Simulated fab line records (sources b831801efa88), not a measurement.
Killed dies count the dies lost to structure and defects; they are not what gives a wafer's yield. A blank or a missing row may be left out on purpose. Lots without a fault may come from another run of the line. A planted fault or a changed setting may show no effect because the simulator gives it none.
Which of the tools did it? | flow sky130 | 24 lots, 72 wafers sampled, at 6 steps of a route of 708

== WHAT THE GAUGES SHOWED, per wafer ==
SKY_DNWELL_TW_MEAS_09.
lot  | measured    | on            | DNWELL_TW
L074 | day 3 04:34 | film metro-01 | 1119 1118 1119
L075 | day 3 11:11 | film metro-03 | 1114 1117 1118
L076 | day 3 16:40 | film metro-03 | 1117 1115 1114
L077 | day 3 22:02 | film metro-01 | 1116 1117 1116
L078 | day 4 04:46 | film metro-02 | 1114 1110 1119
L079 | day 4 10:55 | film metro-03 | 1123 1127 1128
L080 | day 4 13:37 | film metro-03 | 1120 1126 1127
L081 | day 4 19:23 | film metro-01 | 1133 1127 1120
L082 | day 5 00:31 | film metro-03 | 1124 1123 1127
L083 | day 5 04:19 | film metro-01 | 1118 1116 1116
L084 | day 5 07:55 | film metro-02 | 1109 1109 1107
L085 | day 5 16:10 | film metro-01 | 1127 1128 1126
L086 | day 5 23:10 | film metro-02 | 1107 1109 1106
L087 | day 6 03:08 | film metro-01 | 1137 1141 1144
L088 | day 6 08:19 | film metro-03 | 1119 1117 1122
L089 | day 6 12:44 | film metro-02 | 1121 1112 1114
L090 | day 6 18:47 | film metro-03 | 1130 1125 1121
L091 | day 7 04:05 | film metro-02 | 1107 1106 1108
L092 | day 7 06:19 | film metro-01 | 1121 1124 1124
L093 | day 7 09:35 | film metro-01 | 1119 1125 1127
L094 | day 7 16:34 | film metro-02 | 1107 1107 1103
L095 | day 7 21:52 | film metro-03 | 1131 1126 1135
L096 | day 8 00:41 | film metro-03 | 1117 1116 1124
L097 | day 8 07:56 | film metro-03 | 1128 1119 1119

SKY_LDD_HVP_OVL_MEAS_07.
lot  | measured     | on         | LDD_HVP_OVL (nm)
L074 | day 21 16:04 | overlay-02 | 0.1 2.1 1.6
L075 | day 22 07:20 | overlay-01 | 1.6 1.8 2.3
L076 | day 22 18:55 | overlay-02 | -0.1 -0.4 -0.8
L077 | day 23 01:20 | overlay-02 | 0.4 1.3 2.9
L078 | day 23 11:10 | overlay-01 | -0.7 -2.4 -2.3
L079 | day 23 22:35 | overlay-02 | -0.6 0.2 -0.8
L080 | day 24 01:09 | overlay-01 | -1.4 -2.4 -0.1
L081 | day 24 14:22 | overlay-02 | -1.0 -1.4 0.0
L082 | day 25 04:28 | overlay-02 | 0.4 -0.3 0.9
L083 | day 25 04:58 | overlay-02 | 1.2 2.4 1.5
L084 | day 25 12:31 | overlay-02 | 1.1 -1.5 -0.4
L085 | day 26 00:25 | overlay-02 | -2.6 -3.2 -2.2
L086 | day 26 09:34 | overlay-02 | 1.9 1.4 1.8
L087 | day 26 14:32 | overlay-02 | 0.5 0.6 -0.6
L088 | day 26 20:54 | overlay-02 | -1.3 -1.0 -1.2
L089 | day 27 14:40 | overlay-01 | -1.3 -1.8 -2.2
L090 | day 27 16:10 | overlay-01 | -1.2 -0.4 -1.7
L091 | day 27 22:58 | overlay-01 | 0.9 1.3 1.1
L092 | day 28 05:18 | overlay-02 | 2.5 1.8 2.6
L093 | day 28 09:13 | overlay-01 | 1.4 0.6 -0.2
L094 | day 28 18:15 | overlay-02 | 1.0 1.8 1.8
L095 | day 29 01:45 | overlay-01 | -0.7 -0.9 -1.2
L096 | day 29 05:55 | overlay-01 | 0.6 -0.3 -1.0
L097 | day 29 17:52 | overlay-02 | 0.8 -1.8 0.6

SKY_METAL2_RS_MEAS_05: measures by four-point-probe.
lot  | measured     | on            | METAL2_ALCU_RS (ohm/sq)
L074 | day 34 03:28 | film metro-03 | 0.1281 0.1256 0.1281
L075 | day 34 22:31 | film metro-03 | 0.1277 0.1273 0.1270
L076 | day 35 04:36 | film metro-02 | 0.1286 0.1290 0.1280
L077 | day 35 08:05 | film metro-03 | 0.1267 0.1287 0.1254
L078 | day 35 15:31 | film metro-03 | 0.1287 0.1287 0.1285
L079 | day 36 00:52 | film metro-03 | 0.1272 0.1287 0.1292
L080 | day 36 03:53 | film metro-02 | 0.1268 0.1244 0.1237
L081 | day 36 15:24 | film metro-04 | 0.1278 0.1267 0.1270
L082 | day 37 03:36 | film metro-04 | 0.1281 0.1266 0.1290
L083 | day 37 03:58 | film metro-02 | 0.1256 0.1286 0.1273
L084 | day 37 12:11 | film metro-04 | 0.1268 0.1271 0.1259
L085 | day 37 20:49 | film metro-02 | 0.1264 0.1266 0.1263
L086 | day 38 02:46 | film metro-04 | 0.1252 0.1248 0.1252
L087 | day 38 09:15 | film metro-04 | 0.1258 0.1273 0.1260
L088 | day 38 16:32 | film metro-04 | 0.1260 0.1283 0.1279
L089 | day 39 04:19 | film metro-04 | 0.1245 0.1236 0.1250
L090 | day 39 07:42 | film metro-04 | 0.1248 0.1270 0.1257
L091 | day 39 13:15 | film metro-02 | 0.1261 0.1257 0.1272
L092 | day 39 18:22 | film metro-04 | 0.1275 0.1278 0.1269
L093 | day 39 21:00 | film metro-02 | 0.1269 0.1265 0.1262
L094 | day 40 05:32 | film metro-03 | 0.1274 0.1286 0.1263
L095 | day 40 10:59 | film metro-03 | 0.1267 0.1268 0.1269
L096 | day 40 17:34 | film metro-02 | 0.1272 0.1276 0.1282
L097 | day 41 03:25 | film metro-04 | 0.1256 0.1254 0.1262

SKY_VIA2_THK_MEAS_01.
lot  | measured     | on            | VIA2_HDPCVD_THK (nm)
L074 | day 35 06:35 | film metro-04 | 1174 1171 1184
L075 | day 36 02:29 | film metro-03 | 1163 1164 1153
L076 | day 36 07:53 | film metro-04 | 1184 1178 1165
L077 | day 36 10:30 | film metro-01 | 1172 1174 1176
L078 | day 36 17:46 | film metro-03 | 1192 1193 1190
L079 | day 37 03:59 | film metro-04 | 1187 1193 1163
L080 | day 37 06:32 | film metro-04 | 1177 1189 1180
L081 | day 37 18:13 | film metro-03 | 1196 1205 1190
L082 | day 38 05:38 | film metro-01 | 1171 1172 1174
L083 | day 38 05:58 | film metro-04 | 1194 1166 1161
L084 | day 38 13:58 | film metro-04 | 1170 1169 1181
L085 | day 38 22:43 | film metro-01 | 1169 1200 1181
L086 | day 39 05:03 | film metro-03 | 1197 1190 1181
L087 | day 39 11:23 | film metro-04 | 1181 1195 1191
L088 | day 39 18:58 | film metro-04 | 1173 1189 1198
L089 | day 40 06:04 | film metro-01 | 1185 1178 1189
L090 | day 40 09:50 | film metro-03 | 1171 1177 1172
L091 | day 40 16:00 | film metro-03 | 1182 1202 1166
L092 | day 40 21:16 | film metro-03 | 1178 1190 1169
L093 | day 40 23:49 | film metro-04 | 1193 1161 1168
L094 | day 41 07:26 | film metro-01 | 1187 1168 1165
L095 | day 41 13:07 | film metro-04 | 1182 1196 1187
L096 | day 41 19:23 | film metro-03 | 1168 1155 1157
L097 | day 42 04:20 | film metro-03 | 1188 1195 1178

SKY_PASSIVATION_THK_MEAS_03.
lot  | measured     | on            | PASSIVATION_CVD_02_THK (nm)
L074 | day 43 22:43 | film metro-02 | 531 538 519
L075 | day 44 16:11 | film metro-02 | 534 538 540
L076 | day 44 20:03 | film metro-02 | 529 539 546
L077 | day 45 01:03 | film metro-02 | 538 545 534
L078 | day 45 06:08 | film metro-04 | 537 534 549
L079 | day 45 15:05 | film metro-02 | 525 546 542
L080 | day 45 16:08 | film metro-01 | 536 537 545
L081 | day 46 01:26 | film metro-01 | 522 537 527
L082 | day 46 09:37 | film metro-02 | 537 535 551
L083 | day 46 12:27 | film metro-02 | 541 549 539
L084 | day 46 22:04 | film metro-02 | 544 551 542
L085 | day 47 01:19 | film metro-01 | 540 533 544
L086 | day 47 06:32 | film metro-04 | 528 544 539
L087 | day 47 11:50 | film metro-02 | 533 532 535
L088 | day 47 20:16 | film metro-02 | 526 536 529
L089 | day 48 02:44 | film metro-04 | 539 537 537
L090 | day 48 05:10 | film metro-01 | 531 534 546
L091 | day 48 11:24 | film metro-01 | 543 539 546
L092 | day 48 16:49 | film metro-02 | 543 542 538
L093 | day 48 17:08 | film metro-04 | 530 525 534
L094 | day 48 22:26 | film metro-04 | 529 534 535
L095 | day 49 02:52 | film metro-01 | 534 540 543
L096 | day 49 06:05 | film metro-04 | 526 544 542
L097 | day 49 13:32 | film metro-01 | 550 534 548

== TOOL THAT RAN EACH LOT (tool first, then ch and the chambers of the sampled wafers, then the start) ==
lot  | SKY_METAL3_SPUTTER_04
L074 | pvd sputter-04, day 36 10:27
L075 | pvd sputter-02, day 37 05:47
L076 | pvd sputter-02, day 37 11:51
L077 | pvd sputter-04, day 37 13:56
L078 | pvd sputter-02, day 37 21:10
L079 | pvd sputter-02, day 38 07:47
L080 | pvd sputter-01, day 38 09:44
L081 | pvd sputter-02, day 38 21:42
L082 | pvd sputter-01, day 39 08:44
L083 | pvd sputter-04, day 39 09:03
L084 | pvd sputter-04, day 39 17:14
L085 | pvd sputter-02, day 40 01:35
L086 | pvd sputter-02, day 40 08:55
L087 | pvd sputter-01, day 40 14:38
L088 | pvd sputter-02, day 40 22:45
L089 | pvd sputter-01, day 41 09:45
L090 | pvd sputter-04, day 41 13:14
L091 | pvd sputter-02, day 41 18:38
L092 | pvd sputter-01, day 41 23:51
L093 | pvd sputter-02, day 42 02:29
L094 | pvd sputter-02, day 42 09:45
L095 | pvd sputter-02, day 42 14:56
L096 | pvd sputter-04, day 42 20:18
L097 | pvd sputter-02, day 43 05:39
- SKY_METAL3_SPUTTER_04: material TiN, target thk 70 nm, time 58.3 s.

== WHAT THE TOOLS THEMSELVES READ (means of the sampled wafers that have a number; where no wafer has one, the mark that the record gives instead) ==
SKY_METAL3_SPUTTER_04.
lot  | tool           | throttle valve pct (%)
L074 | pvd sputter-04 | 30.0
L075 | pvd sputter-02 | 29.8
L076 | pvd sputter-02 | 29.9
L077 | pvd sputter-04 | 30.0
L078 | pvd sputter-02 | 29.7
L079 | pvd sputter-02 | 29.3
L080 | pvd sputter-01 | 30.5
L081 | pvd sputter-02 | 29.1
L082 | pvd sputter-01 | 30.8
L083 | pvd sputter-04 | 29.6
L084 | pvd sputter-04 | 30.1
L085 | pvd sputter-02 | 29.8
L086 | pvd sputter-02 | 29.9
L087 | pvd sputter-01 | 30.0
L088 | pvd sputter-02 | 29.9
L089 | pvd sputter-01 | 31.0
L090 | pvd sputter-04 | 29.9
L091 | pvd sputter-02 | 29.6
L092 | pvd sputter-01 | 30.8
L093 | pvd sputter-02 | 29.3
L094 | pvd sputter-02 | 29.8
L095 | pvd sputter-02 | 29.2
L096 | pvd sputter-04 | 30.5
L097 | pvd sputter-02 | 30.2

== THE ANSWER, worked out from the rows above alone ==
Rule: the usual values come from the lots themselves. Put in order of their means at a reading, lots are off if they are a third of the lots or fewer, leave a main group of 4 or more, and stand apart from it by a gap of 3 or more times the standard deviation of the main group's means; of several such gaps the widest counts. The tables above print the reading to a certain number of digits; a main group whose means all agree to those digits is not used. A lot without any number at a reading at which 4 lots or more have one is off too. The other lots that the step has rows for count as sound. First the gauges in route order, then the tools' own readings, where a lot's mean is used as printed above. At the first step where some lot is off, the reading lying furthest off is the one used; lots without a number count as furthest.
None of the lots is off at any reading shown; this tells nothing.

== WHAT WAS PUT IN BY THE SIMULATOR ==
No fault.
